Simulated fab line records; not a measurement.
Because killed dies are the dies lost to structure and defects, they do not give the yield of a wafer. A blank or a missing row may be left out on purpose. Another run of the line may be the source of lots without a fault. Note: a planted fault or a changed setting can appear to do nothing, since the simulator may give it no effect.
Struck lot and sound lot, side by side ; flow sky130 ; 20 steps out of a route of 708
Sound: wafers L414.2, L414.4, L414.5. Wafers L431.1, L431.3, L431.5 were the ones struck. Last of all comes the cause.
Each step with rows lists, per side, the tool, then ch with its chambers, then its first start. Under that, the readings that differ: sound wafers ; struck wafers ; difference of the means ; sigmas: that difference in standard deviations of wafers without a fault.
alike: a reading whose means differ by less than 2 such deviations, as well as words and numbers matching on both sides. not compared: withheld readings; readings where some wafer has no value; bounds like >300 that might hide an equal value; numbers whose values overlap and for which the record gives no deviation.
Wherever a step has rows on one side only, a row that says differs or no value, or a row with sigmas, the two part there. When numbers do not overlap yet have no deviation, they are printed without sigmas and do not part them. A reading missing from all wafers of one side parts the sides only when that side holds two or more wafers.

first, 3 steps without rows for these wafers: SKY_PASSIVATION_EXPOSE_08 (exposes mask NSM, target cd 3000 nm); SKY_PASSIVATION_PEB_09; SKY_PASSIVATION_DEVELOP_10 (develop time 60 s).
SKY_PASSIVATION_ETCH_11: etches the open film in CF4/O2, stops on AlCu, target depth 725 nm, time 161.1 s.
  sound on rieDiel-04 ch 0,2,3, day 45 04:59; struck on rieDiel-04 ch 1,2,3, day 48 19:53
  alike: O2_flow_sccm, biasW, cf4FlowSccm, drypumpMotorCurrentA, oesProductAu, throttleValvePct
  not compared: rfHoursCounterH
SKY_PASSIVATION_STRIP_12: strips in O2/N2.
  sound on plasmaAsher-01 ch 0,1, day 45 05:05; struck on plasmaAsher-02 ch 0,1, day 48 19:59
  alike: drypumpMotorCurrentA, o2FlowSccm, oesProductAu, stripTimeToEndpointS
  not compared: rfHoursCounterH
then, 7 steps without rows for these wafers: SKY_PAD_OPEN_DEHYDRATE_00 (time 60 s); SKY_PAD_OPEN_HMDS_01 (prime time 60 s); SKY_PAD_OPEN_COAT_02 (resist thk 3000 nm); SKY_PAD_OPEN_SOFTBAKE_03; SKY_PAD_OPEN_EXPOSE_04 (exposes mask PDM, target cd 60000 nm); SKY_PAD_OPEN_PEB_05; SKY_PAD_OPEN_DEVELOP_06 (develop time 60 s).
SKY_PAD_OPEN_ETCH_07: etches the open film in CF4/O2, stops on AlCu, target depth 725 nm, time 161.1 s.
  sound on rieDiel-01 ch 0,3, day 46 02:56; struck on rieDiel-03 ch 0,1,2, day 49 12:50
  alike: O2_flow_sccm, biasW, cf4FlowSccm, drypumpMotorCurrentA, oesProductAu, throttleValvePct
  not compared: rfHoursCounterH
SKY_PAD_OPEN_STRIP_08: strips in O2/N2.
  sound on plasmaAsher-03 ch 0,1, day 46 03:02; struck on plasmaAsher-03 ch 0,1, day 49 12:57
  alike: drypumpMotorCurrentA, o2FlowSccm, oesProductAu
  not compared: rfHoursCounterH
then, 4 steps without rows for these wafers: SKY_PAD_OPEN_STRIP_09 (strips in post etch residue remover, time 1200 s); SKY_PAD_OPEN_CLEAN_10 (cleans in IPA, time 180 s); SKY_PAD_OPEN_CLEAN_11 (cleans in O3/DIW); SKY_PAD_OPEN_ANNEAL_12.
SKY_PAD_OPEN_BOW_MEAS_13:
  sound on filmMetro-01, day 46 05:20; struck on filmMetro-03, day 49 15:04
reading;sound;struck;difference;sigmas
PAD_OPEN_BOW (um);37 45 35;52 53 64;+17;+2
SKY_PAD_OPEN_PROBE_99:
  sound on prober-01, day 46 05:29; struck on prober-02, day 49 15:11
reading;sound;struck;difference;sigmas
defectLimitedYield (%);84.8 86.6 83.7;80.5 75.0 74.6;-8.3;-5
killedAtOther;0 0 1;23 30 36;+29;+48
killedDies;75 66 80;96 123 125;+41;+5
sort_bin_3_pad_short (%);1.0 0.8 1.6;2.0 2.8 2.2;+1.2;+3
sort_bin_5_function (%);8.9 8.1 9.3;10.2 16.7 15.7;+5.4;+4
sortNPass;417 426 412;396 369 367;-41;-5
sortYieldPct (%);84.8 86.6 83.7;80.5 75.0 74.6;-8.3;-5
model.etest.tester.sortNPass;417 426 412;396 369 367;-41;
model.etest.tester.sortYieldPct (%);84.76 86.59 83.74;80.49 75 74.59;-8.34;
model.etest.tester.sort_bin_5_pct (%);8.943 8.13 9.35;10.16 16.67 15.65;+5.35;
model.etest.tester.sort_bin_3_pct (%);1.016 0.813 1.626;2.033 2.846 2.236;+1.220;
  alike: killed_at_M0_to_M3, killed_at_M4_up, killedAtContacts, killedAtFrontEnd, killedOpen, killedShort, sort_bin_6_memory, sort_bin_8_speed

== WHERE THEY PART ==
Earliest at SKY_PAD_OPEN_BOW_MEAS_13; latest, in this record, at SKY_PAD_OPEN_PROBE_99.

WHY: the cause the simulator had injected
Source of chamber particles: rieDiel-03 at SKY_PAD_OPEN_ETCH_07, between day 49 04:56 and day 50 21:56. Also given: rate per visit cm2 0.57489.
